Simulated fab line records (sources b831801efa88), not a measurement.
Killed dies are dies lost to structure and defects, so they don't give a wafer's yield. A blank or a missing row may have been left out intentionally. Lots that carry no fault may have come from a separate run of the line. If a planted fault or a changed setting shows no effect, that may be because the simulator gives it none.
Comparing a struck lot with a sound one    flow sky130    23 out of 708 route steps
Sound: these wafers, L275.3, L275.4, L275.6. Wafers L281.2, L281.4, L281.6 were the ones struck. Last of all comes the cause.
Order at every step that has rows: each side's tool, ch and its chambers, its first start. Under that, the readings that differ: sound wafers    struck wafers    difference of the means    sigmas: that difference in standard deviations of wafers without a fault.
alike: same words and numbers on both sides, and readings whose means sit less than 2 such deviations apart. not compared: any withheld reading, any reading some wafer has no value for, any bound like >300 that may hide the same value, and any number with overlapping values for which the record gives no deviation.
A row with sigmas, a row that says differs or no value, or rows on one side alone: a step with any of these is where the two part. Non-overlapping numbers with no deviation appear without sigmas and do not part them. A reading that every wafer of one side lacks parts them only if that side has two wafers or more.

first, 1 step without rows for these wafers: SKY_SONOS_ONO_DEVELOP_12 (develop time 60 s).
SKY_SONOS_ONO_CD_MEAS_13 targets a cd of 410 nm.
  sound on cd_sem-01 at day 15 07:03; struck on cd_sem-02 at day 17 03:11
  alike: cd_nm
SKY_SONOS_ONO_OVL_MEAS_14:
  sound on overlay-02 at day 15 07:09; struck on overlay-01 at day 17 03:17
  alike: SONOS_ONO_OVL
SKY_SONOS_ONO_ETCH_15: etches the open film in CHF3/O2, target depth 19.52 nm, time 7.8 s.
  sound on rie_diel-02 ch 0,1,2, day 15 07:10; struck on rie_diel-03 ch 0,2, day 17 03:19
  alike: drypump_motor_current_A, oes_product_au, throttle_valve_pct
  not compared: rf_hours_counter_h
then, 1 step without rows for these wafers: SKY_SONOS_ONO_WET_ETCH_16 (etches SiO2 in dHF, target depth 14 nm, time 280 s).
SKY_SONOS_ONO_STRIP_17: strips in O2/N2.
  sound on plasma_asher-02 ch 0,1, day 15 07:19; struck on plasma_asher-04 ch 0,1, day 17 03:27
reading                      sound              struck             difference  sigmas
drypump_motor_current_A (A)  6.0 6.5 6.0        4.7 5.8 4.7        -1.1        -2
oes_product_au (a.u.)        0.715 0.715 0.714  0.709 0.705 0.704  -0.009      -2
  alike: strip_time_to_endpoint_s
  not compared: rf_hours_counter_h
then, 3 steps without rows for these wafers: SKY_SONOS_ONO_WET_ETCH_18 (etches Si3N4 in H3PO4, target depth 15 nm, time 172 s); SKY_GATE_OXIDE_CLEAN_00 (cleans in SC1/SC2, time 150 s); SKY_GATE_OXIDE_OXIDATION_01 (stabilise 600 s, purge 300 s, target thk 10.268 nm).
SKY_GATE_OXIDE_THK_MEAS_02:
  sound on film_metro-02 at day 15 09:27; struck on film_metro-01 at day 17 05:33
reading                           sound             struck             difference  sigmas
GATE_OXIDE_OXIDATION_00_THK (nm)  9.89 10.01 10.03  10.25 10.56 10.30  +0.39       +2
then, 2 steps without rows for these wafers: SKY_GATE_OXIDE_DEHYDRATE_03 (time 60 s); SKY_GATE_OXIDE_HMDS_04 (prime time 60 s).
SKY_GATE_OXIDE_COAT_05: resist thk 1140 nm.
  sound on litho_track-02 ch 0, day 15 22:40; struck on litho_track-02 ch 0, day 17 19:33
reading                                          sound           struck             difference  sigmas
model.NOVOLAK_of_GATE_OXIDE_COAT_05.thk_nm (nm)  1143 1143 1144  707.4 705.5 702.5  -438.2      
  alike: dispense_pressure_kPa, spin_speed_rpm
then, 3 steps without rows for these wafers: SKY_GATE_OXIDE_SOFTBAKE_06 (time 60 s); SKY_GATE_OXIDE_EXPOSE_07 (exposes mask LVOM, target cd 600 nm); SKY_GATE_OXIDE_PEB_08.
SKY_GATE_OXIDE_DEVELOP_09: develop time 60 s.
  sound on litho_track-02 ch 0, day 16 12:37; struck on litho_track-01 ch 0, day 18 10:43
reading                                          sound           struck         difference  sigmas
model.NOVOLAK_of_GATE_OXIDE_COAT_05.thk_nm (nm)  1142 1143 1143  707 705 702.1  -438        
SKY_GATE_OXIDE_OVL_MEAS_10:
  sound on overlay-01 at day 16 12:44; struck on overlay-02 at day 18 10:51
  alike: GATE_OXIDE_OVL
then, 2 steps without rows for these wafers: SKY_GATE_OXIDE_IMPLANT_11; SKY_GATE_OXIDE_WET_ETCH_12 (etches SiO2 in dHF, target depth 16.8 nm, time 336 s).
SKY_GATE_OXIDE_STRIP_13: strips in O2/N2.
  sound on plasma_asher-01 ch 0,1, day 16 13:02; struck on plasma_asher-01 ch 0,1, day 18 11:09
reading                       sound              struck             difference  sigmas
oes_product_au (a.u.)         0.717 0.714 0.719  0.614 0.614 0.619  -0.101      -24
strip_time_to_endpoint_s (s)  14.21 14.22 14.23  9.19 9.18 9.15     -5.05       -99 or more
  alike: drypump_motor_current_A
  not compared: rf_hours_counter_h
SKY_GATE_OXIDE_TW_MEAS_14:
  sound on film_metro-03 at day 16 13:08; struck on film_metro-02 at day 18 11:16
  alike: GATE_OXIDE_TW
SKY_PAD_OPEN_PROBE_99:
  sound wafers here have rows in the record (prober-01, day 47 14:46); struck ones have none

WHERE THEY PART
At SKY_SONOS_ONO_STRIP_17 first; at SKY_PAD_OPEN_PROBE_99 last (within this record only).

WHY: what had been put in by the simulator
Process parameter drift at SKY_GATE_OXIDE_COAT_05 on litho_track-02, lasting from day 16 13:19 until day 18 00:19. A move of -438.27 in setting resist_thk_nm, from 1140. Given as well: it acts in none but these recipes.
